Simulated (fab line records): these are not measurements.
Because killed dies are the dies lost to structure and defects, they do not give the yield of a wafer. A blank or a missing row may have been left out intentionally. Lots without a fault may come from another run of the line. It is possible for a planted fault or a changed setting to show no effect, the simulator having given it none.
fab line records    flow gf180mcu
[record] lots = 13  wafers = 39  last_day = 34
route steps=602 shown MVSD@74 MVPSD@88 HV_LDD@214
lots untouched by any fault: they come from a run of this same line in which no faults occurred
start_h: hours from the record's opening day to when the first of the lot's shown wafers began    wait_h: how many hours have passed since the lot's step before this one    " unchanged from the row above    L1.1+2: a single row standing in for several wafers    - no value, or no start was given    * or withheld: withheld    < > ~ a bound
route shown NAME@n: NAME is a module with steps in the file, n the number in the route of the first one    usual: the fault-free wafers' mean and standard deviation    same: alike in all rows    chamber/n: place in a boat    sites: each site's reading    _std_site: standard deviation of those values    _edge_site: the outer-site mean with the inner-site mean subtracted    radius_mm: how far each site lies from the wafer's centre    mask NAME#n: copy n    behind: the last tool/chamber to shape the wafer    hold: the reason the lot was held/the length of the hold in hours/how it ended    device: the n, p or np transistor that did not switch    end of line: at the end of the route, the tests of the same wafers    step lacking rows: just its recipe    killed: not the wafer's yield, but the dies lost to structure and defects at the first sort    map: per-die view of a wafer (x killed, . not killed, _ where there is no die)
set.NAME: the setting that was run; set.NAME@STEP: the one run at that earlier step    model.NAME: the simulator's own value behind a step, which no gauge read
the route's steps for a sample of lots (tables are steps, rows are wafers)
services: a tool's chamber out of use, with start hour (start_h, from the record's first day; less than 0 if before it), hours out, and reason
[[steps]]
[step GF_MVSD_IMPLANT_08]
[recipe] species = P  energy_kev = 400  dose_cm2 = 1.6e+13  tilt_deg = 0
[usual] dose_ions_cm2 = 1.6002e+13/1.8e+10  tilt_deg = 0.002/0.019
lot.wafer  tool          chamber  start_h  wait_h  dose_ions_cm2  tilt_deg
L388.1     implanter-01  0        82.16    0.0     1.6007e+13     -0.015
L388.3     "             0        "        "       1.5995e+13     -0.016
L388.5     "             0        "        "       1.5999e+13     -0.014
L389.2     implanter-04  0        88.04    0.0     1.5987e+13     0.008
L389.3     "             0        "        "       1.6006e+13     0.015
L389.5     "             0        "        "       1.5972e+13     0.027
L390.3     implanter-04  0        92.41    0.1     1.6021e+13     0.031
L390.5     "             0        "        "       1.6019e+13     0.037
L390.6     "             0        "        "       1.6008e+13     0.019
L391.3     implanter-02  0        98.51    0.1     1.601e+13      0.013
L391.4     "             0        "        "       1.6005e+13     0.027
L391.6     "             0        "        "       1.5986e+13     0.011
L392.1     implanter-02  0        106.76   0.0     1.5965e+13     0.021
L392.2     "             0        "        "       1.5985e+13     0.033
L392.4     "             0        "        "       1.5997e+13     -0.003
L393.2     implanter-01  0        110.63   0.0     1.5995e+13     -0.013
L393.3     "             0        "        "       1.5996e+13     -0.012
L393.4     "             0        "        "       1.5996e+13     0.018
L394.3     implanter-01  0        115.12   0.1     1.6004e+13     0.010
L394.4     "             0        "        "       1.6006e+13     0.001
L394.5     "             0        "        "       1.5999e+13     0.022
L401.3     implanter-02  0        166.84   0.1     1.5992e+13     10.847
L401.4     "             0        "        "       1.6008e+13     10.861
L401.6     "             0        "        "       1.6014e+13     10.869
L402.3     implanter-02  0        167.76   0.1     1.5996e+13     10.902
L402.4     "             0        "        "       1.5988e+13     10.894
L402.5     "             0        "        "       1.5984e+13     10.919
L404.4     implanter-04  0        177.23   0.1     1.598e+13      -0.006
L404.5     "             0        "        "       1.5993e+13     -0.009
L404.6     "             0        "        "       1.5987e+13     0.017
L406.3     implanter-04  0        188.10   0.1     1.5985e+13     -0.010
L406.5     "             0        "        "       1.603e+13      -0.002
L406.6     "             0        "        "       1.6017e+13     -0.008
L405.2     implanter-01  0        188.73   0.0     1.6021e+13     0.039
L405.3     "             0        "        "       1.6003e+13     0.024
L405.4     "             0        "        "       1.5992e+13     0.032
L408.2     implanter-04  0        201.73   0.0     1.6011e+13     -0.033
L408.4     "             0        "        "       1.6011e+13     -0.022
L408.6     "             0        "        "       1.5993e+13     -0.025
[step GF_MVSD_TW_MEAS_11]
[usual] MVSD_TW = 1575/8.2
lot.wafer  tool           chamber  start_h  wait_h  hold                      MVSD_TW
L388.1     film_metro-04  -        82.56    0.1     -                         1581
L388.3     "              -        "        "       -                         1578
L388.5     "              -        "        "       -                         1578
L389.2     film_metro-02  -        88.43    0.1     -                         1568
L389.3     "              -        "        "       -                         1575
L389.5     "              -        "        "       -                         1571
L390.3     film_metro-01  -        92.78    0.1     -                         1561
L390.5     "              -        "        "       -                         1566
L390.6     "              -        "        "       -                         1568
L391.3     film_metro-04  -        98.88    0.1     -                         1588
L391.4     "              -        "        "       -                         1578
L391.6     "              -        "        "       -                         1585
L392.1     film_metro-02  -        107.16   0.1     -                         1587
L392.2     "              -        "        "       -                         1583
L392.4     "              -        "        "       -                         1589
L393.2     film_metro-01  -        111.02   0.1     -                         1572
L393.3     "              -        "        "       -                         1575
L393.4     "              -        "        "       -                         1563
L394.3     film_metro-04  -        115.49   0.1     -                         1580
L394.4     "              -        "        "       -                         1589
L394.5     "              -        "        "       -                         1578
L401.3     film_metro-02  -        167.21   0.1     await_dispo/0.2h/release  1740
L401.4     "              -        "        "       await_dispo/0.2h/release  1750
L401.6     "              -        "        "       await_dispo/0.2h/release  1731
L401.3     film_metro-02  -        167.45   0.2     -                         1739
L401.4     "              -        "        "       -                         1741
L401.6     "              -        "        "       -                         1747
L402.3     film_metro-04  -        168.13   0.1     await_dispo/0.2h/release  1754
L402.4     "              -        "        "       await_dispo/0.2h/release  1763
L402.5     "              -        "        "       await_dispo/0.2h/release  1764
L402.3     film_metro-04  -        168.36   0.2     -                         1752
L402.4     "              -        "        "       -                         1758
L402.5     "              -        "        "       -                         1761
L404.4     film_metro-01  -        177.58   0.1     -                         1570
L404.5     "              -        "        "       -                         1567
L404.6     "              -        "        "       -                         1568
L406.3     film_metro-04  -        188.47   0.1     -                         1586
L406.5     "              -        "        "       -                         1591
L406.6     "              -        "        "       -                         1585
L405.2     film_metro-04  -        189.11   0.1     -                         1581
L405.3     "              -        "        "       -                         1576
L405.4     "              -        "        "       -                         1588
L408.2     film_metro-01  -        202.11   0.1     -                         1572
L408.4     "              -        "        "       -                         1575
L408.6     "              -        "        "       -                         1565
[step GF_MVPSD_STRIP_10]
[recipe] chemistry = O2/N2  power_w = 1400  pressure_mtorr = 1500  platen_temp_c = 250  o2_flow_sccm = 3000  n2_flow_sccm = 300  overash_fraction = 0.5
[usual] drypump_motor_current_A = 5.8/0.54  heater_power_w = 343/36  oes_product_au = 0.723/0.0045  platen_temp_c = 249.98/0.18  strip_time_to_endpoint_s = 36.97/0.12
lot.wafer  tool             chamber  start_h  wait_h  drypump_motor_current_A  heater_power_w  oes_product_au  platen_temp_c  rf_hours_counter_h  strip_time_to_endpoint_s
L388.1     plasma_asher-04  0        95.92    0.1     5.7                      307             0.720           250.22         47                  36.99
L388.3     "                0        "        "       5.7                      309             0.729           250.10         -                   36.82
L388.5     "                1        "        "       4.8                      294             0.726           250.43         -                   36.83
L389.2     plasma_asher-04  1        101.56   0.1     4.8                      289             0.725           250.29         47                  37.07
L389.3     "                0        "        "       5.7                      303             0.726           249.58         -                   37.09
L389.5     "                1        "        "       4.8                      283             0.724           250.17         -                   37.08
L390.3     plasma_asher-01  0        105.57   0.1     6.5                      392             0.727           250.00         -                   37.02
L390.5     "                0        "        "       6.5                      383             0.720           249.93         -                   36.97
L390.6     "                1        "        "       5.6                      366             0.717           250.02         -                   37.04
L391.3     plasma_asher-01  1        112.92   0.1     5.6                      363             0.709           250.16         -                   36.85
L391.4     "                0        "        "       6.5                      377             0.727           249.89         -                   36.93
L391.6     "                1        "        "       5.7                      380             0.727           250.27         -                   36.82
L392.1     plasma_asher-01  1        121.49   0.1     5.6                      370             0.728           249.95         42                  36.96
L392.2     "                0        "        "       6.4                      388             0.721           249.96         42                  36.92
L392.4     "                0        "        "       6.4                      390             0.722           249.78         -                   36.87
L393.2     plasma_asher-01  0        125.72   0.1     6.4                      381             0.724           249.89         42                  36.98
L393.3     "                0        "        "       6.4                      381             0.719           249.95         -                   37.04
L393.4     "                1        "        "       5.6                      371             0.716           250.27         -                   37.01
L394.3     plasma_asher-01  1        130.37   0.1     5.7                      371             0.715           249.88         -                   37.08
L394.4     "                0        "        "       6.5                      392             0.722           250.13         -                   37.11
L394.5     "                0        "        "       6.5                      387             0.726           250.08         -                   37.00
L401.3     plasma_asher-04  1        183.60   0.1     4.8                      291             0.729           250.08         -                   37.05
L401.4     "                0        "        "       5.7                      309             0.724           249.75         -                   37.03
L401.6     "                0        "        "       5.7                      303             0.724           249.96         -                   36.99
L402.3     plasma_asher-03  1        185.17   0.1     6.2                      347             0.731           250.03         -                   36.82
L402.4     "                0        "        "       6.1                      329             0.727           249.91         -                   36.74
L402.5     "                0        "        "       6.2                      313             0.724           250.16         -                   36.74
L404.4     plasma_asher-04  1        193.94   0.1     4.8                      282             0.723           249.71         -                   37.10
L404.5     "                1        "        "       4.8                      287             0.715           249.62         -                   36.95
L404.6     "                0        "        "       5.7                      306             0.726           249.90         -                   37.09
L406.3     plasma_asher-03  1        205.52   0.1     6.2                      344             0.721           249.85         -                   37.11
L406.5     "                0        "        "       6.2                      329             0.720           250.03         -                   37.05
L406.6     "                1        "        "       6.2                      355             0.725           249.97         -                   37.12
L405.2     plasma_asher-03  1        206.44   0.1     6.2                      346             0.725           250.16         44                  36.86
L405.3     "                0        "        "       6.2                      313             0.729           250.15         -                   36.97
L405.4     "                1        "        "       6.2                      346             0.731           250.12         -                   36.86
L408.2     plasma_asher-01  0        219.64   0.1     6.5                      381             0.727           250.11         52                  36.77
L408.4     "                1        "        "       5.6                      368             0.722           249.96         -                   36.80
L408.6     "                0        "        "       6.5                      383             0.731           249.98         -                   36.92
[step GF_HV_LDD_TW_MEAS_38]
[usual] HV_LDD_3_TW = 1437/7.8
lot.wafer  tool           chamber  start_h  wait_h  HV_LDD_3_TW
L388.1     film_metro-04  -        249.82   0.1     1433
L388.3     "              -        "        "       1437
L388.5     "              -        "        "       1443
L389.2     film_metro-01  -        258.28   0.1     1430
L389.3     "              -        "        "       1418
L389.5     "              -        "        "       1418
L390.3     film_metro-02  -        262.88   0.1     1425
L390.5     "              -        "        "       1431
L390.6     "              -        "        "       1433
L391.3     film_metro-04  -        271.29   0.1     1447
L391.4     "              -        "        "       1443
L391.6     "              -        "        "       1444
L392.1     film_metro-02  -        284.08   0.1     1440
L392.2     "              -        "        "       1435
L392.4     "              -        "        "       1442
L393.2     film_metro-04  -        288.29   0.1     1441
L393.3     "              -        "        "       1426
L393.4     "              -        "        "       1439
L394.3     film_metro-02  -        298.03   0.1     1438
L394.4     "              -        "        "       1438
L394.5     "              -        "        "       1444
L401.3     film_metro-04  -        362.68   0.1     1441
L401.4     "              -        "        "       1436
L401.6     "              -        "        "       1441
L402.3     film_metro-01  -        374.08   0.1     1436
L402.4     "              -        "        "       1434
L402.5     "              -        "        "       1431
L404.4     film_metro-01  -        379.30   0.1     1430
L404.5     "              -        "        "       1430
L404.6     "              -        "        "       1433
L406.3     film_metro-04  -        394.61   0.1     1436
L406.5     "              -        "        "       1447
L406.6     "              -        "        "       1444
L405.2     film_metro-02  -        396.29   0.1     1451
L405.3     "              -        "        "       1439
L405.4     "              -        "        "       1440
L408.2     film_metro-04  -        416.24   0.1     1442
L408.4     "              -        "        "       1445
L408.6     "              -        "        "       1443
[step GF_HV_LDD_CD_MEAS_46]
[recipe] target_cd_nm = 400
[usual] cd_nm = 399.7/2.1
lot.wafer  tool       chamber  start_h  wait_h  cd_nm
L388.1     cd_sem-02  -        268.92   0.1     394.7
L388.3     "          -        "        "       394.5
L388.5     "          -        "        "       397.5
L389.2     cd_sem-02  -        276.54   0.1     401.2
L389.3     "          -        "        "       399.8
L389.5     "          -        "        "       397.9
L390.3     cd_sem-01  -        282.01   0.1     396.1
L390.5     "          -        "        "       398.5
L390.6     "          -        "        "       395.5
L391.3     cd_sem-01  -        290.06   0.1     401.7
L391.4     "          -        "        "       401.1
L391.6     "          -        "        "       400.3
L392.1     cd_sem-02  -        303.25   0.1     402.8
L392.2     "          -        "        "       403.7
L392.4     "          -        "        "       405.0
L393.2     cd_sem-01  -        307.39   0.1     400.3
L393.3     "          -        "        "       402.9
L393.4     "          -        "        "       402.1
L394.3     cd_sem-02  -        317.61   0.1     401.0
L394.4     "          -        "        "       399.2
L394.5     "          -        "        "       400.1
L401.3     cd_sem-01  -        385.51   0.1     399.1
L401.4     "          -        "        "       398.4
L401.6     "          -        "        "       399.8
L402.3     cd_sem-01  -        397.01   0.1     397.2
L402.4     "          -        "        "       399.3
L402.5     "          -        "        "       400.6
L404.4     cd_sem-02  -        402.88   0.1     402.4
L404.5     "          -        "        "       401.0
L404.6     "          -        "        "       400.9
L406.3     cd_sem-01  -        417.36   0.1     400.0
L406.5     "          -        "        "       396.5
L406.6     "          -        "        "       400.4
L405.2     cd_sem-02  -        419.44   0.1     401.5
L405.3     "          -        "        "       399.8
L405.4     "          -        "        "       399.3
L408.2     cd_sem-02  -        440.12   0.1     399.8
L408.4     "          -        "        "       398.8
L408.6     "          -        "        "       399.5
[[services]]
tool             chamber  start_h  hours  kind
plasma_asher-03  -        73.25    14.6   pm
plasma_asher-04  -        103.48   4.2    repair
plasma_asher-03  -        110.46   1.0    repair
implanter-04     -        115.88   5.5    repair
implanter-02     -        163.72   3.0    repair
plasma_asher-01  -        181.17   1.0    repair
implanter-02     -        205.41   5.0    repair
plasma_asher-04  -        211.53   2.8    repair
[[key]]
[first_sign] step = GF_MVSD_IMPLANT_08  reading = tilt_deg  direction = up  sigmas = 99+  usual = 0.002  struck = 10.882
[effect] step = GF_MVSD_TW_MEAS_11  reading = visit  direction = added
[effect] step = GF_MVSD_TW_MEAS_11  reading = MVSD_TW  direction = up  sigmas = 21  usual = 1575  struck = 1750
met_at GF_MVSD_IMPLANT_08
struck_lots L401,L402
tester_left_out L401,L402
not_acting_at GF_MVPSD_STRIP_10,GF_HV_LDD_TW_MEAS_38,GF_HV_LDD_CD_MEAS_46
onset_between 106.76 166.84
[fault] kind = process_parameter_drift  tool = implanter-02  chamber = -  onset_h = 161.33  steps = GF_MVSD_IMPLANT_08  channel = tilt_deg  offset = 10.899  shape = step  end_h = 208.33  acts_in = these_recipes_only  stated = 0
// tester_left_out: of these lots the tester's yield and bins aren't shown, on N5 and GAA mostly nor the transistor test; their killed dies are dies lost to structure and defects alone, not to doping, threshold or leakage, so they don't give the yield
